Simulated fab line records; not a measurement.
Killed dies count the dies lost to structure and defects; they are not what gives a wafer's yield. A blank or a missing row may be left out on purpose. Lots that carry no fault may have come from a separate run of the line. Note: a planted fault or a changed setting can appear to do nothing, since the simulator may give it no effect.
Which tool is to blame? || flow gf180mcu || 24 lots, 72 wafers sampled, at 6 steps of a route of 602

WHAT THE GAUGES SHOWED, per wafer
GF_V3_THK_MEAS_01. Usual: V3_CVD_00_THK 598 nm, standard deviation 7.
{"lot": "L074", "measured": "day 21 05:26", "on": "film-metro-04", "V3_CVD_00_THK (nm)": "612 625 613", "flag": ""}
{"lot": "L075", "measured": "day 21 15:10", "on": "film-metro-02", "V3_CVD_00_THK (nm)": "600 602 601", "flag": ""}
{"lot": "L076", "measured": "day 22 01:39", "on": "film-metro-02", "V3_CVD_00_THK (nm)": "595 592 588", "flag": ""}
{"lot": "L077", "measured": "day 22 12:17", "on": "film-metro-03", "V3_CVD_00_THK (nm)": "591 601 591", "flag": ""}
{"lot": "L078", "measured": "day 22 15:40", "on": "film-metro-04", "V3_CVD_00_THK (nm)": "593 594 594", "flag": ""}
{"lot": "L079", "measured": "day 23 05:32", "on": "film-metro-02", "V3_CVD_00_THK (nm)": "600 588 606", "flag": ""}
{"lot": "L080", "measured": "day 23 14:41", "on": "film-metro-03", "V3_CVD_00_THK (nm)": "596 600 598", "flag": ""}
{"lot": "L081", "measured": "day 24 01:01", "on": "film-metro-02", "V3_CVD_00_THK (nm)": "596 591 595", "flag": ""}
{"lot": "L082", "measured": "day 24 10:02", "on": "film-metro-04", "V3_CVD_00_THK (nm)": "591 597 596", "flag": ""}
{"lot": "L083", "measured": "day 24 23:04", "on": "film-metro-04", "V3_CVD_00_THK (nm)": "595 604 597", "flag": ""}
{"lot": "L084", "measured": "day 25 05:10", "on": "film-metro-03", "V3_CVD_00_THK (nm)": "608 607 599", "flag": ""}
{"lot": "L085", "measured": "day 25 09:04", "on": "film-metro-02", "V3_CVD_00_THK (nm)": "597 600 590", "flag": ""}
{"lot": "L086", "measured": "day 25 16:16", "on": "film-metro-04", "V3_CVD_00_THK (nm)": "599 598 593", "flag": ""}
{"lot": "L087", "measured": "day 25 23:55", "on": "film-metro-04", "V3_CVD_00_THK (nm)": "596 602 601", "flag": ""}
{"lot": "L088", "measured": "day 26 02:08", "on": "film-metro-02", "V3_CVD_00_THK (nm)": "604 604 608", "flag": ""}
{"lot": "L089", "measured": "day 26 18:44", "on": "film-metro-03", "V3_CVD_00_THK (nm)": "593 592 597", "flag": ""}
{"lot": "L090", "measured": "day 27 04:52", "on": "film-metro-03", "V3_CVD_00_THK (nm)": "602 601 602", "flag": ""}
{"lot": "L091", "measured": "day 27 08:46", "on": "film-metro-03", "V3_CVD_00_THK (nm)": "599 603 609", "flag": ""}
{"lot": "L092", "measured": "day 27 14:53", "on": "film-metro-04", "V3_CVD_00_THK (nm)": "592 598 601", "flag": ""}
{"lot": "L093", "measured": "day 27 20:17", "on": "film-metro-03", "V3_CVD_00_THK (nm)": "601 609 607", "flag": ""}
{"lot": "L094", "measured": "day 28 04:35", "on": "film-metro-03", "V3_CVD_00_THK (nm)": "587 587 594", "flag": ""}
{"lot": "L095", "measured": "day 28 12:13", "on": "film-metro-04", "V3_CVD_00_THK (nm)": "592 605 589", "flag": ""}
{"lot": "L096", "measured": "day 28 15:52", "on": "film-metro-02", "V3_CVD_00_THK (nm)": "590 600 583", "flag": ""}
{"lot": "L097", "measured": "day 28 18:16", "on": "film-metro-02", "V3_CVD_00_THK (nm)": "589 602 598", "flag": ""}

GF_V4_THK_MEAS_25: measures by xrf. Usual: V4_W_THK 350 nm, standard deviation 4.5.
{"lot": "L074", "measured": "day 24 07:29", "on": "film-metro-03", "V4_W_THK (nm)": "343 347 343", "flag": ""}
{"lot": "L075", "measured": "day 24 16:20", "on": "film-metro-04", "V4_W_THK (nm)": "357 351 356", "flag": ""}
{"lot": "L076", "measured": "day 25 01:52", "on": "film-metro-03", "V4_W_THK (nm)": "356 353 357", "flag": ""}
{"lot": "L077", "measured": "day 25 11:08", "on": "film-metro-04", "V4_W_THK (nm)": "354 355 346", "flag": ""}
{"lot": "L078", "measured": "day 25 15:01", "on": "film-metro-03", "V4_W_THK (nm)": "354 351 353", "flag": ""}
{"lot": "L079", "measured": "day 26 02:57", "on": "film-metro-03", "V4_W_THK (nm)": "350 353 342", "flag": ""}
{"lot": "L080", "measured": "day 26 13:02", "on": "film-metro-03", "V4_W_THK (nm)": "350 346 345", "flag": ""}
{"lot": "L081", "measured": "day 26 20:55", "on": "film-metro-04", "V4_W_THK (nm)": "345 349 347", "flag": ""}
{"lot": "L082", "measured": "day 27 05:17", "on": "film-metro-03", "V4_W_THK (nm)": "347 347 353", "flag": ""}
{"lot": "L083", "measured": "day 27 18:49", "on": "film-metro-01", "V4_W_THK (nm)": "352 343 349", "flag": ""}
{"lot": "L084", "measured": "day 28 00:02", "on": "film-metro-01", "V4_W_THK (nm)": "345 349 345", "flag": ""}
{"lot": "L085", "measured": "day 28 03:40", "on": "film-metro-03", "V4_W_THK (nm)": "351 348 345", "flag": ""}
{"lot": "L086", "measured": "day 28 10:38", "on": "film-metro-03", "V4_W_THK (nm)": "349 358 355", "flag": ""}
{"lot": "L087", "measured": "day 28 17:08", "on": "film-metro-01", "V4_W_THK (nm)": "346 352 346", "flag": ""}
{"lot": "L088", "measured": "day 28 18:43", "on": "film-metro-03", "V4_W_THK (nm)": "343 352 345", "flag": ""}
{"lot": "L089", "measured": "day 29 10:59", "on": "film-metro-04", "V4_W_THK (nm)": "355 355 353", "flag": ""}
{"lot": "L090", "measured": "day 29 19:46", "on": "film-metro-03", "V4_W_THK (nm)": "350 350 352", "flag": ""}
{"lot": "L091", "measured": "day 30 00:05", "on": "film-metro-03", "V4_W_THK (nm)": "347 344 345", "flag": ""}
{"lot": "L092", "measured": "day 30 04:20", "on": "film-metro-04", "V4_W_THK (nm)": "348 350 352", "flag": ""}
{"lot": "L093", "measured": "day 30 09:45", "on": "film-metro-01", "V4_W_THK (nm)": "360 356 356", "flag": ""}
{"lot": "L094", "measured": "day 30 17:40", "on": "film-metro-03", "V4_W_THK (nm)": "344 344 346", "flag": ""}
{"lot": "L095", "measured": "day 31 00:18", "on": "film-metro-04", "V4_W_THK (nm)": "356 355 353", "flag": ""}
{"lot": "L096", "measured": "day 31 03:23", "on": "film-metro-04", "V4_W_THK (nm)": "353 349 350", "flag": ""}
{"lot": "L097", "measured": "day 31 07:02", "on": "film-metro-03", "V4_W_THK (nm)": "346 346 348", "flag": ""}

WHICH TOOL RAN EACH LOT (tool, then ch and the chambers of the sampled wafers, then the start)
{"lot": "L074", "GF_SALICIDE_RTA_06": "rtp-anneal-02 ch 0, day 15 00:28", "GF_M3_SPUTTER_00": "pvd-sputter-03, day 20 04:44", "GF_V3_ETCH_17": "rie-diel-03 ch 0,1,2, day 23 06:58 or earlier", "GF_V4_CMP_04": "cmp-01 ch 0,1, day 23 06:58"}
{"lot": "L075", "GF_SALICIDE_RTA_06": "rtp-anneal-01 ch 0, day 15 10:09", "GF_M3_SPUTTER_00": "pvd-sputter-04, day 20 14:22", "GF_V3_ETCH_17": "rie-diel-03 ch 0,2, day 23 16:46 or earlier", "GF_V4_CMP_04": "cmp-02 ch 0,3, day 23 16:46"}
{"lot": "L076", "GF_SALICIDE_RTA_06": "rtp-anneal-02 ch 0, day 15 19:26", "GF_M3_SPUTTER_00": "pvd-sputter-03, day 21 01:26", "GF_V3_ETCH_17": "rie-diel-03 ch 0,2, day 24 02:26 or earlier", "GF_V4_CMP_04": "cmp-02 ch 1,3, day 24 02:26"}
{"lot": "L077", "GF_SALICIDE_RTA_06": "rtp-anneal-01 ch 0, day 16 04:50", "GF_M3_SPUTTER_00": "pvd-sputter-04, day 21 11:52", "GF_V3_ETCH_17": "rie-diel-03 ch 0,2, day 24 12:22 or earlier", "GF_V4_CMP_04": "cmp-02 ch 0,2,3, day 24 12:22"}
{"lot": "L078", "GF_SALICIDE_RTA_06": "rtp-anneal-02 ch 0, day 16 09:34", "GF_M3_SPUTTER_00": "pvd-sputter-03, day 21 15:16", "GF_V3_ETCH_17": "rie-diel-04 ch 0,2,3, day 24 16:05 or earlier", "GF_V4_CMP_04": "cmp-01 ch 1,2, day 24 16:05"}
{"lot": "L079", "GF_SALICIDE_RTA_06": "rtp-anneal-02 ch 0, day 16 22:57", "GF_M3_SPUTTER_00": "pvd-sputter-01, day 22 05:17", "GF_V3_ETCH_17": "rie-diel-03 ch 0,3, day 25 04:37 or earlier", "GF_V4_CMP_04": "cmp-02 ch 0,1, day 25 04:37"}
{"lot": "L080", "GF_SALICIDE_RTA_06": "rtp-anneal-01 ch 0, day 17 08:44", "GF_M3_SPUTTER_00": "pvd-sputter-01, day 22 15:16", "GF_V3_ETCH_17": "rie-diel-03 ch 1,2,3, day 25 14:44 or earlier", "GF_V4_CMP_04": "cmp-01 ch 0,2,3, day 25 14:44"}
{"lot": "L081", "GF_SALICIDE_RTA_06": "rtp-anneal-01 ch 0, day 17 18:13", "GF_M3_SPUTTER_00": "pvd-sputter-04, day 23 01:13", "GF_V3_ETCH_17": "rie-diel-04 ch 0,1, day 25 22:55 or earlier", "GF_V4_CMP_04": "cmp-01 ch 0,2,3, day 25 22:55"}
{"lot": "L082", "GF_SALICIDE_RTA_06": "rtp-anneal-02 ch 0, day 18 04:41", "GF_M3_SPUTTER_00": "pvd-sputter-04, day 23 10:47", "GF_V3_ETCH_17": "rie-diel-03 ch 0,1,2, day 26 07:32 or earlier", "GF_V4_CMP_04": "cmp-01 ch 2,3, day 26 07:32"}
{"lot": "L083", "GF_SALICIDE_RTA_06": "rtp-anneal-02 ch 0, day 18 14:55", "GF_M3_SPUTTER_00": "pvd-sputter-03, day 23 23:22", "GF_V3_ETCH_17": "rie-diel-04 ch 0,2,3, day 26 21:20 or earlier", "GF_V4_CMP_04": "cmp-01 ch 0,2,3, day 26 21:20"}
{"lot": "L084", "GF_SALICIDE_RTA_06": "rtp-anneal-02 ch 0, day 19 00:13", "GF_M3_SPUTTER_00": "pvd-sputter-03, day 24 06:36", "GF_V3_ETCH_17": "rie-diel-03 ch 0,1,3, day 27 02:37 or earlier", "GF_V4_CMP_04": "cmp-01 ch 1,2, day 27 02:37"}
{"lot": "L085", "GF_SALICIDE_RTA_06": "rtp-anneal-02 ch 0, day 19 02:20", "GF_M3_SPUTTER_00": "pvd-sputter-04, day 24 10:20", "GF_V3_ETCH_17": "rie-diel-03 ch 1,2, day 27 05:38 or earlier", "GF_V4_CMP_04": "cmp-01 ch 0,1,3, day 27 05:38"}
{"lot": "L086", "GF_SALICIDE_RTA_06": "rtp-anneal-02 ch 0, day 19 13:36", "GF_M3_SPUTTER_00": "pvd-sputter-04, day 24 17:49", "GF_V3_ETCH_17": "rie-diel-03 ch 0,1,3, day 27 12:38 or earlier", "GF_V4_CMP_04": "cmp-02 ch 1,2, day 27 12:38"}
{"lot": "L087", "GF_SALICIDE_RTA_06": "rtp-anneal-02 ch 0, day 19 21:34", "GF_M3_SPUTTER_00": "pvd-sputter-01, day 25 01:53", "GF_V3_ETCH_17": "rie-diel-01 ch 0,1, day 27 20:08 or earlier", "GF_V4_CMP_04": "cmp-01 ch 2,3, day 27 20:08"}
{"lot": "L088", "GF_SALICIDE_RTA_06": "rtp-anneal-02 ch 0, day 20 00:19", "GF_M3_SPUTTER_00": "pvd-sputter-04, day 25 04:14", "GF_V3_ETCH_17": "rie-diel-03 ch 0,1,3, day 27 22:12 or earlier", "GF_V4_CMP_04": "cmp-02 ch 1,2,3, day 27 22:12"}
{"lot": "L089", "GF_SALICIDE_RTA_06": "rtp-anneal-01 ch 0, day 20 21:23", "GF_M3_SPUTTER_00": "pvd-sputter-04, day 25 21:35", "GF_V3_ETCH_17": "rie-diel-01 ch 0,3, day 28 13:59 or earlier", "GF_V4_CMP_04": "cmp-02 ch 1,2, day 28 13:59"}
{"lot": "L090", "GF_SALICIDE_RTA_06": "rtp-anneal-02 ch 0, day 21 05:57", "GF_M3_SPUTTER_00": "pvd-sputter-01, day 26 07:35", "GF_V3_ETCH_17": "rie-diel-03 ch 0,3, day 28 23:23 or earlier", "GF_V4_CMP_04": "cmp-02 ch 1,3, day 28 23:23"}
{"lot": "L091", "GF_SALICIDE_RTA_06": "rtp-anneal-02 ch 0, day 21 12:38", "GF_M3_SPUTTER_00": "pvd-sputter-01, day 26 11:29", "GF_V3_ETCH_17": "rie-diel-01 ch 0,1,3, day 29 03:19 or earlier", "GF_V4_CMP_04": "cmp-01 ch 0,1,2, day 29 03:19"}
{"lot": "L092", "GF_SALICIDE_RTA_06": "rtp-anneal-01 ch 0, day 21 18:57", "GF_M3_SPUTTER_00": "pvd-sputter-04, day 26 17:28", "GF_V3_ETCH_17": "rie-diel-03 ch 0,1,2, day 29 09:17 or earlier", "GF_V4_CMP_04": "cmp-01 ch 0,2,3, day 29 09:17"}
{"lot": "L093", "GF_SALICIDE_RTA_06": "rtp-anneal-01 ch 0, day 22 01:05", "GF_M3_SPUTTER_00": "pvd-sputter-03, day 26 23:05", "GF_V3_ETCH_17": "rie-diel-03 ch 1,2,3, day 29 14:26 or earlier", "GF_V4_CMP_04": "cmp-02 ch 0,1,2, day 29 14:26"}
{"lot": "L094", "GF_SALICIDE_RTA_06": "rtp-anneal-02 ch 0, day 22 10:49", "GF_M3_SPUTTER_00": "pvd-sputter-04, day 27 06:52", "GF_V3_ETCH_17": "rie-diel-04 ch 0,1,2, day 29 21:49 or earlier", "GF_V4_CMP_04": "cmp-01 ch 0,1,2, day 29 21:49"}
{"lot": "L095", "GF_SALICIDE_RTA_06": "rtp-anneal-01 ch 0, day 22 19:14", "GF_M3_SPUTTER_00": "pvd-sputter-04, day 27 15:17", "GF_V3_ETCH_17": "rie-diel-04 ch 0,2,3, day 30 04:48 or earlier", "GF_V4_CMP_04": "cmp-02 ch 0,1,3, day 30 04:48"}
{"lot": "L096", "GF_SALICIDE_RTA_06": "rtp-anneal-01 ch 0, day 23 01:03", "GF_M3_SPUTTER_00": "pvd-sputter-01, day 27 19:29", "GF_V3_ETCH_17": "rie-diel-04 ch 1,2,3, day 30 08:39 or earlier", "GF_V4_CMP_04": "cmp-02 ch 2,3, day 30 08:39"}
{"lot": "L097", "GF_SALICIDE_RTA_06": "rtp-anneal-02 ch 0, day 23 04:26", "GF_M3_SPUTTER_00": "pvd-sputter-01, day 27 21:29", "GF_V3_ETCH_17": "rie-diel-03 ch 1,2, day 30 11:12 or earlier", "GF_V4_CMP_04": "cmp-01 ch 1,2,3, day 30 11:12"}
- GF_SALICIDE_RTA_06: time 30 s.
- GF_M3_SPUTTER_00: material Ti, target thk 37.5 nm, time 150 s.
- GF_V3_ETCH_17: etches SiO2 in C4F8/O2/Ar, stops on TiN, target depth 635 nm.
- GF_V4_CMP_04: polishes SiO2.

WHAT THE TOOLS THEMSELVES READ (means of the sampled wafers that have a number; where no wafer has one, the mark that the record gives instead)
GF_SALICIDE_RTA_06. Usual: lamp-power-pct 6.40 %, standard deviation 0.06; wafer_temp_C_max 531.6, standard deviation 0.64.
{"lot": "L074", "tool": "rtp-anneal-02", "lamp-power-pct (%)": 6.44, "wafer_temp_C_max": 531.4, "flag": ""}
{"lot": "L075", "tool": "rtp-anneal-01", "lamp-power-pct (%)": 6.32, "wafer_temp_C_max": 532.2, "flag": ""}
{"lot": "L076", "tool": "rtp-anneal-02", "lamp-power-pct (%)": 6.45, "wafer_temp_C_max": 531.3, "flag": ""}
{"lot": "L077", "tool": "rtp-anneal-01", "lamp-power-pct (%)": 6.32, "wafer_temp_C_max": 532.3, "flag": ""}
{"lot": "L078", "tool": "rtp-anneal-02", "lamp-power-pct (%)": 6.44, "wafer_temp_C_max": 531.2, "flag": ""}
{"lot": "L079", "tool": "rtp-anneal-02", "lamp-power-pct (%)": 6.44, "wafer_temp_C_max": 531.1, "flag": ""}
{"lot": "L080", "tool": "rtp-anneal-01", "lamp-power-pct (%)": 6.32, "wafer_temp_C_max": 532.4, "flag": ""}
{"lot": "L081", "tool": "rtp-anneal-01", "lamp-power-pct (%)": 6.32, "wafer_temp_C_max": 532.4, "flag": ""}
{"lot": "L082", "tool": "rtp-anneal-02", "lamp-power-pct (%)": 6.44, "wafer_temp_C_max": 531.0, "flag": ""}
{"lot": "L083", "tool": "rtp-anneal-02", "lamp-power-pct (%)": 6.44, "wafer_temp_C_max": 531.5, "flag": ""}
{"lot": "L084", "tool": "rtp-anneal-02", "lamp-power-pct (%)": 6.44, "wafer_temp_C_max": 531.2, "flag": ""}
{"lot": "L085", "tool": "rtp-anneal-02", "lamp-power-pct (%)": 6.44, "wafer_temp_C_max": 531.5, "flag": ""}
{"lot": "L086", "tool": "rtp-anneal-02", "lamp-power-pct (%)": 6.45, "wafer_temp_C_max": 531.2, "flag": ""}
{"lot": "L087", "tool": "rtp-anneal-02", "lamp-power-pct (%)": 6.45, "wafer_temp_C_max": 531.0, "flag": ""}
{"lot": "L088", "tool": "rtp-anneal-02", "lamp-power-pct (%)": 6.44, "wafer_temp_C_max": 531.0, "flag": ""}
{"lot": "L089", "tool": "rtp-anneal-01", "lamp-power-pct (%)": 6.32, "wafer_temp_C_max": 532.3, "flag": ""}
{"lot": "L090", "tool": "rtp-anneal-02", "lamp-power-pct (%)": 6.44, "wafer_temp_C_max": 531.1, "flag": ""}
{"lot": "L091", "tool": "rtp-anneal-02", "lamp-power-pct (%)": 6.45, "wafer_temp_C_max": 531.2, "flag": ""}
{"lot": "L092", "tool": "rtp-anneal-01", "lamp-power-pct (%)": 6.32, "wafer_temp_C_max": 532.0, "flag": ""}
{"lot": "L093", "tool": "rtp-anneal-01", "lamp-power-pct (%)": 6.32, "wafer_temp_C_max": 532.9, "flag": ""}
{"lot": "L094", "tool": "rtp-anneal-02", "lamp-power-pct (%)": 6.45, "wafer_temp_C_max": 531.0, "flag": ""}
{"lot": "L095", "tool": "rtp-anneal-01", "lamp-power-pct (%)": 6.32, "wafer_temp_C_max": 532.4, "flag": ""}
{"lot": "L096", "tool": "rtp-anneal-01", "lamp-power-pct (%)": 6.32, "wafer_temp_C_max": 531.8, "flag": ""}
{"lot": "L097", "tool": "rtp-anneal-02", "lamp-power-pct (%)": 6.45, "wafer_temp_C_max": 530.9, "flag": ""}

GF_M3_SPUTTER_00. Usual: 29.6 % for throttle-valve-pct, sd 0.94.
{"lot": "L074", "tool": "pvd-sputter-03", "throttle-valve-pct (%)": 30.1, "flag": ""}
{"lot": "L075", "tool": "pvd-sputter-04", "throttle-valve-pct (%)": 30.1, "flag": ""}
{"lot": "L076", "tool": "pvd-sputter-03", "throttle-valve-pct (%)": 29.5, "flag": ""}
{"lot": "L077", "tool": "pvd-sputter-04", "throttle-valve-pct (%)": 29.7, "flag": ""}
{"lot": "L078", "tool": "pvd-sputter-03", "throttle-valve-pct (%)": 29.9, "flag": ""}
{"lot": "L079", "tool": "pvd-sputter-01", "throttle-valve-pct (%)": 28.1, "flag": ""}
{"lot": "L080", "tool": "pvd-sputter-01", "throttle-valve-pct (%)": 29.7, "flag": ""}
{"lot": "L081", "tool": "pvd-sputter-04", "throttle-valve-pct (%)": 30.3, "flag": ""}
{"lot": "L082", "tool": "pvd-sputter-04", "throttle-valve-pct (%)": 30.4, "flag": ""}
{"lot": "L083", "tool": "pvd-sputter-03", "throttle-valve-pct (%)": 30.0, "flag": ""}
{"lot": "L084", "tool": "pvd-sputter-03", "throttle-valve-pct (%)": 29.9, "flag": ""}
{"lot": "L085", "tool": "pvd-sputter-04", "throttle-valve-pct (%)": 29.4, "flag": ""}
{"lot": "L086", "tool": "pvd-sputter-04", "throttle-valve-pct (%)": 29.9, "flag": ""}
{"lot": "L087", "tool": "pvd-sputter-01", "throttle-valve-pct (%)": 29.6, "flag": ""}
{"lot": "L088", "tool": "pvd-sputter-04", "throttle-valve-pct (%)": 29.1, "flag": ""}
{"lot": "L089", "tool": "pvd-sputter-04", "throttle-valve-pct (%)": 29.4, "flag": ""}
{"lot": "L090", "tool": "pvd-sputter-01", "throttle-valve-pct (%)": 29.1, "flag": ""}
{"lot": "L091", "tool": "pvd-sputter-01", "throttle-valve-pct (%)": 29.1, "flag": ""}
{"lot": "L092", "tool": "pvd-sputter-04", "throttle-valve-pct (%)": 29.6, "flag": ""}
{"lot": "L093", "tool": "pvd-sputter-03", "throttle-valve-pct (%)": 29.6, "flag": ""}
{"lot": "L094", "tool": "pvd-sputter-04", "throttle-valve-pct (%)": 30.0, "flag": ""}
{"lot": "L095", "tool": "pvd-sputter-04", "throttle-valve-pct (%)": 29.2, "flag": ""}
{"lot": "L096", "tool": "pvd-sputter-01", "throttle-valve-pct (%)": 29.3, "flag": ""}
{"lot": "L097", "tool": "pvd-sputter-01", "throttle-valve-pct (%)": 28.2, "flag": ""}

GF_V3_ETCH_17. Usual: 0.856 a.u. for oes-product-au, sd 0.0042.
{"lot": "L074", "tool": "rie-diel-03", "oes-product-au (a.u.)": 0.855, "flag": ""}
{"lot": "L075", "tool": "rie-diel-03", "oes-product-au (a.u.)": 0.860, "flag": ""}
{"lot": "L076", "tool": "rie-diel-03", "oes-product-au (a.u.)": 0.864, "flag": ""}
{"lot": "L077", "tool": "rie-diel-03", "oes-product-au (a.u.)": 0.854, "flag": ""}
{"lot": "L078", "tool": "rie-diel-04", "oes-product-au (a.u.)": 0.855, "flag": ""}
{"lot": "L079", "tool": "rie-diel-03", "oes-product-au (a.u.)": 0.859, "flag": ""}
{"lot": "L080", "tool": "rie-diel-03", "oes-product-au (a.u.)": 0.855, "flag": ""}
{"lot": "L081", "tool": "rie-diel-04", "oes-product-au (a.u.)": 0.852, "flag": ""}
{"lot": "L082", "tool": "rie-diel-03", "oes-product-au (a.u.)": 0.858, "flag": ""}
{"lot": "L083", "tool": "rie-diel-04", "oes-product-au (a.u.)": 0.852, "flag": ""}
{"lot": "L084", "tool": "rie-diel-03", "oes-product-au (a.u.)": 0.857, "flag": ""}
{"lot": "L085", "tool": "rie-diel-03", "oes-product-au (a.u.)": 0.854, "flag": ""}
{"lot": "L086", "tool": "rie-diel-03", "oes-product-au (a.u.)": 0.853, "flag": ""}
{"lot": "L087", "tool": "rie-diel-01", "oes-product-au (a.u.)": 0.854, "flag": ""}
{"lot": "L088", "tool": "rie-diel-03", "oes-product-au (a.u.)": 0.855, "flag": ""}
{"lot": "L089", "tool": "rie-diel-01", "oes-product-au (a.u.)": 0.859, "flag": ""}
{"lot": "L090", "tool": "rie-diel-03", "oes-product-au (a.u.)": 0.859, "flag": ""}
{"lot": "L091", "tool": "rie-diel-01", "oes-product-au (a.u.)": 0.856, "flag": ""}
{"lot": "L092", "tool": "rie-diel-03", "oes-product-au (a.u.)": 0.855, "flag": ""}
{"lot": "L093", "tool": "rie-diel-03", "oes-product-au (a.u.)": 0.856, "flag": ""}
{"lot": "L094", "tool": "rie-diel-04", "oes-product-au (a.u.)": 0.857, "flag": ""}
{"lot": "L095", "tool": "rie-diel-04", "oes-product-au (a.u.)": 0.859, "flag": ""}
{"lot": "L096", "tool": "rie-diel-04", "oes-product-au (a.u.)": 0.860, "flag": ""}
{"lot": "L097", "tool": "rie-diel-03", "oes-product-au (a.u.)": 0.857, "flag": ""}

GF_V4_CMP_04. Usual: motor-current-A 11.9 A, standard deviation 0.99; time-to-endpoint-s 78 s, standard deviation 4.9.
{"lot": "L074", "tool": "cmp-01", "motor-current-A (A)": 11.0, "time-to-endpoint-s (s)": 74, "flag": ""}
{"lot": "L075", "tool": "cmp-02", "motor-current-A (A)": 11.7, "time-to-endpoint-s (s)": 77, "flag": ""}
{"lot": "L076", "tool": "cmp-02", "motor-current-A (A)": 11.6, "time-to-endpoint-s (s)": 74, "flag": ""}
{"lot": "L077", "tool": "cmp-02", "motor-current-A (A)": 11.7, "time-to-endpoint-s (s)": 76, "flag": ""}
{"lot": "L078", "tool": "cmp-01", "motor-current-A (A)": 11.8, "time-to-endpoint-s (s)": 74, "flag": ""}
{"lot": "L079", "tool": "cmp-02", "motor-current-A (A)": 11.7, "time-to-endpoint-s (s)": 77, "flag": ""}
{"lot": "L080", "tool": "cmp-01", "motor-current-A (A)": 11.3, "time-to-endpoint-s (s)": 79, "flag": ""}
{"lot": "L081", "tool": "cmp-01", "motor-current-A (A)": 11.4, "time-to-endpoint-s (s)": 81, "flag": ""}
{"lot": "L082", "tool": "cmp-01", "motor-current-A (A)": 11.5, "time-to-endpoint-s (s)": 79, "flag": ""}
{"lot": "L083", "tool": "cmp-01", "motor-current-A (A)": 10.9, "time-to-endpoint-s (s)": 79, "flag": ""}
{"lot": "L084", "tool": "cmp-01", "motor-current-A (A)": 12.2, "time-to-endpoint-s (s)": 83, "flag": ""}
{"lot": "L085", "tool": "cmp-01", "motor-current-A (A)": 11.0, "time-to-endpoint-s (s)": 79, "flag": ""}
{"lot": "L086", "tool": "cmp-02", "motor-current-A (A)": 13.0, "time-to-endpoint-s (s)": 80, "flag": ""}
{"lot": "L087", "tool": "cmp-01", "motor-current-A (A)": 11.9, "time-to-endpoint-s (s)": 79, "flag": ""}
{"lot": "L088", "tool": "cmp-02", "motor-current-A (A)": 12.5, "time-to-endpoint-s (s)": 77, "flag": ""}
{"lot": "L089", "tool": "cmp-02", "motor-current-A (A)": 12.6, "time-to-endpoint-s (s)": 77, "flag": ""}
{"lot": "L090", "tool": "cmp-02", "motor-current-A (A)": 11.6, "time-to-endpoint-s (s)": 75, "flag": ""}
{"lot": "L091", "tool": "cmp-01", "motor-current-A (A)": 11.7, "time-to-endpoint-s (s)": 80, "flag": ""}
{"lot": "L092", "tool": "cmp-01", "motor-current-A (A)": 11.2, "time-to-endpoint-s (s)": 80, "flag": ""}
{"lot": "L093", "tool": "cmp-02", "motor-current-A (A)": 12.6, "time-to-endpoint-s (s)": 79, "flag": ""}
{"lot": "L094", "tool": "cmp-01", "motor-current-A (A)": 11.5, "time-to-endpoint-s (s)": 78, "flag": ""}
{"lot": "L095", "tool": "cmp-02", "motor-current-A (A)": 11.5, "time-to-endpoint-s (s)": 75, "flag": ""}
{"lot": "L096", "tool": "cmp-02", "motor-current-A (A)": 12.4, "time-to-endpoint-s (s)": 79, "flag": ""}
{"lot": "L097", "tool": "cmp-01", "motor-current-A (A)": 12.1, "time-to-endpoint-s (s)": 91, "flag": ""}

THE ANSWER, worked out from the rows above alone
Rule: take the mean of a lot's wafers that have a number; if it is more than 3 standard deviations from the usual mean, the lot is off. A lot without any number at a reading at which 4 lots or more have one is off too. All remaining lots with rows at the step are treated as sound. The gauges are gone through in route order, then the tools' own readings, and for those a lot's mean is taken as printed above. The first step at which some lot is off is used, and at that step the reading that is off furthest; a lot without a number counts as furthest.
No lot is off on any of the readings shown, so nothing can be concluded from this.

WHAT WAS PUT IN BY THE SIMULATOR
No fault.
